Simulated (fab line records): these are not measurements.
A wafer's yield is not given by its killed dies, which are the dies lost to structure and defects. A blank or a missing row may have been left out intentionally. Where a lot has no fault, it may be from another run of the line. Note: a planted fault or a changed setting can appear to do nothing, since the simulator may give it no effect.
What tool caused it?    flow sky130    45 wafers from 15 lots sampled at 2 of the route's 708 steps

== WHAT THE GAUGES SHOWED, per wafer ==
SKY_VIA2_THK_MEAS_01. Usual: for VIA2_HDPCVD_THK the level is 1184 nm and the standard deviation is 9.8.
lot   measured      on             VIA2_HDPCVD_THK (nm)  flag
L896  day 35 09:41  film_metro-02  1179 1186 1175        
L897  day 35 13:46  film_metro-03  1182 1187 1186        
L898  day 35 22:43  film_metro-01  1186 1193 1173        
L899  day 36 03:47  film_metro-01  1179 1165 1200        
L900  day 36 16:04  film_metro-01  1173 1176 1178        
L902  day 37 06:17  film_metro-02  1199 1184 1194        
L901  day 37 10:24  film_metro-01  1191 1186 1190        
L903  day 37 19:10  film_metro-02  1196 1190 1205        
L905  day 38 14:19  film_metro-02  1172 1170 1184        
L906  day 38 18:44  film_metro-02  1179 1168 1169        
L914  day 40 20:50  film_metro-03  1185 1180 1168        
L915  day 41 07:01  film_metro-02  1177 1178 1182        
L916  day 41 18:30  film_metro-01  1177 1186 1194        
L917  day 41 21:43  film_metro-01  1187 1172 1171        
L919  day 41 23:56  film_metro-03  1192 1183 1184        

== EACH LOT AND THE TOOL THAT RAN IT (in order: tool; ch and the chambers of the sampled wafers; start) ==
lot   SKY_METAL2_ETCH_18
L896  rie_metal-03 ch 0, day 35 08:37
L897  rie_metal-04 ch 0,1, day 35 12:49
L898  rie_metal-03 ch 0, day 35 21:23
L899  rie_metal-03 ch 0, day 36 02:42
L900  rie_metal-04 ch 0,1, day 36 15:12
L902  rie_metal-04 ch 0, day 37 05:22
L901  rie_metal-03 ch 0,1, day 37 09:30
L903  rie_metal-04 ch 0,1, day 37 18:14
L905  rie_metal-04 ch 0, day 38 13:24
L906  rie_metal-03 ch 0,1, day 38 17:49
L914  rie_metal-04 ch 0,1, day 40 19:31
L915  rie_metal-03 ch 0,1, day 41 06:07
L916  rie_metal-02 ch 0,1, day 41 17:35
L917  rie_metal-03 ch 0,1, day 41 20:46
L919  rie_metal-03 ch 0, day 41 23:01
- SKY_METAL2_ETCH_18: etches BARC in N2/H2, stops on SiO2, time 45.9 s, target depth 60 nm.

== WHAT THE TOOLS THEMSELVES READ (means of the sampled wafers that have a number; where no wafer has one, the mark that the record gives instead) ==
SKY_METAL2_ETCH_18. Usual: drypump_motor_current_A 5.8 A, standard deviation 0.35; h2_flow_sccm 200.1 sccm, standard deviation 0.65; oes_product_au 0.854 a.u., standard deviation 0.0042; throttle_valve_pct 13.225 %, standard deviation 0.009.
lot   tool          drypump_motor_current_A (A)  h2_flow_sccm (sccm)  oes_product_au (a.u.)  throttle_valve_pct (%)  flag
L896  rie_metal-03  6.2                          200.7                0.859                  13.223                  
L897  rie_metal-04  6.0                          200.3                0.857                  13.224                  
L898  rie_metal-03  6.2                          199.8                0.853                  13.225                  
L899  rie_metal-03  6.2                          199.6                0.855                  13.219                  
L900  rie_metal-04  5.8                          199.3                0.851                  13.231                  
L902  rie_metal-04  5.7                          200.8                0.857                  13.222                  
L901  rie_metal-03  5.8                          200.2                0.850                  13.218                  
L903  rie_metal-04  6.0                          199.7                0.857                  13.227                  
L905  rie_metal-04  5.6                          200.5                0.852                  13.226                  
L906  rie_metal-03  5.7                          199.9                0.854                  13.223                  
L914  rie_metal-04  5.8                          200.2                0.852                  13.216                  
L915  rie_metal-03  5.7                          199.4                0.854                  13.235                  
L916  rie_metal-02  5.3                          200.4                0.859                  13.221                  
L917  rie_metal-03  5.8                          200.2                0.850                  13.229                  
L919  rie_metal-03  6.2                          200.2                0.853                  13.229                  

== THE ANSWER, worked out from the rows above alone ==
Rule: a lot counts as off when the mean over its wafers that have a number is more than 3 standard deviations away from the usual mean. Also off: a lot with no number at a reading for which 4 or more lots have one. All remaining lots with rows at the step are treated as sound. The gauges are gone through in route order, then the tools' own readings, and for those a lot's mean is taken as printed above. At the first step where some lot is off, the reading lying furthest off is the one used; lots without a number count as furthest.
Nothing can be told from this: no lot is off at any reading shown.

== WHAT WAS PUT IN BY THE SIMULATOR ==
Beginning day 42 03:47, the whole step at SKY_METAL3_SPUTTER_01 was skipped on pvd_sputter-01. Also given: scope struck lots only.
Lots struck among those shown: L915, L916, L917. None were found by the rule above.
